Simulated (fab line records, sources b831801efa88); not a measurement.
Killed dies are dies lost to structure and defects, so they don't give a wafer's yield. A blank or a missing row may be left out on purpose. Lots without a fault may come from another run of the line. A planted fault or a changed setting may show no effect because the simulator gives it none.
Which tool did it? | flow sky130 | 7 lots, 21 wafers sampled, at 2 steps of a route of 708

WHAT THE GAUGES READ, wafer by wafer
SKY_VIA3_RS_MEAS_22: measures by four-point-probe.
lot  | measured     | on            | VIA3_W_RS (ohm/sq)
L905 | day 40 17:07 | film_metro-01 | 0.289 0.289 0.300
L907 | day 41 03:47 | film_metro-02 | 0.293 0.289 0.301
L909 | day 42 05:12 | film_metro-02 | 56.771 56.798 56.714
L918 | day 44 12:25 | film_metro-01 | 0.298 0.293 0.292
L920 | day 45 06:14 | film_metro-02 | 0.295 0.296 0.290
L922 | day 45 10:49 | film_metro-01 | 0.292 0.293 0.295
L925 | day 46 09:19 | film_metro-02 | 0.291 0.296 0.293

WHICH TOOL RAN EACH LOT (tool, then ch and the chambers of the sampled wafers, then the start)
lot  | SKY_VIA3_CVD_21
L905 | cvd_w-02 ch 0,1, day 40 16:58
L907 | cvd_w-02 ch 0,1, day 41 03:38
L909 | cvd_w-02 ch 0,1, day 42 05:05
L918 | cvd_w-02 ch 0,1, day 44 12:17
L920 | cvd_w-02 ch 0,1, day 45 06:05
L922 | cvd_w-01 ch 0,1, day 45 10:41
L925 | cvd_w-01 ch 0, day 46 09:04
- SKY_VIA3_CVD_21: deposits W, target thk 390 nm, time 117.31 s.

THE ANSWER, worked out from the rows above alone
Rule: what is usual is taken from the lots themselves. Put in order of their means at a reading, lots are off if they are a third of the lots or fewer, leave a main group of 4 or more, and stand apart from it by a gap of 3 or more times the standard deviation of the main group's means; of several such gaps the widest counts. A main group whose means are all the same, to the digits that the tables above print for the reading, isn't used. A lot without any number at a reading at which 4 lots or more have one is off too. The other lots that the step has rows for count as sound.
Off: L909, at SKY_VIA3_RS_MEAS_22 (VIA3_W_RS). The main group: mean 0.294 ohm/sq, standard deviation 0.00059.
A tool fits if, at a process step before that reading, it ran every lot that is off, and no sound lot after the first of them. The gauges at SKY_VIA3_RS_MEAS_22 are tried like those tools. None of those tried fits.

WHAT THE SIMULATOR HAD PUT IN
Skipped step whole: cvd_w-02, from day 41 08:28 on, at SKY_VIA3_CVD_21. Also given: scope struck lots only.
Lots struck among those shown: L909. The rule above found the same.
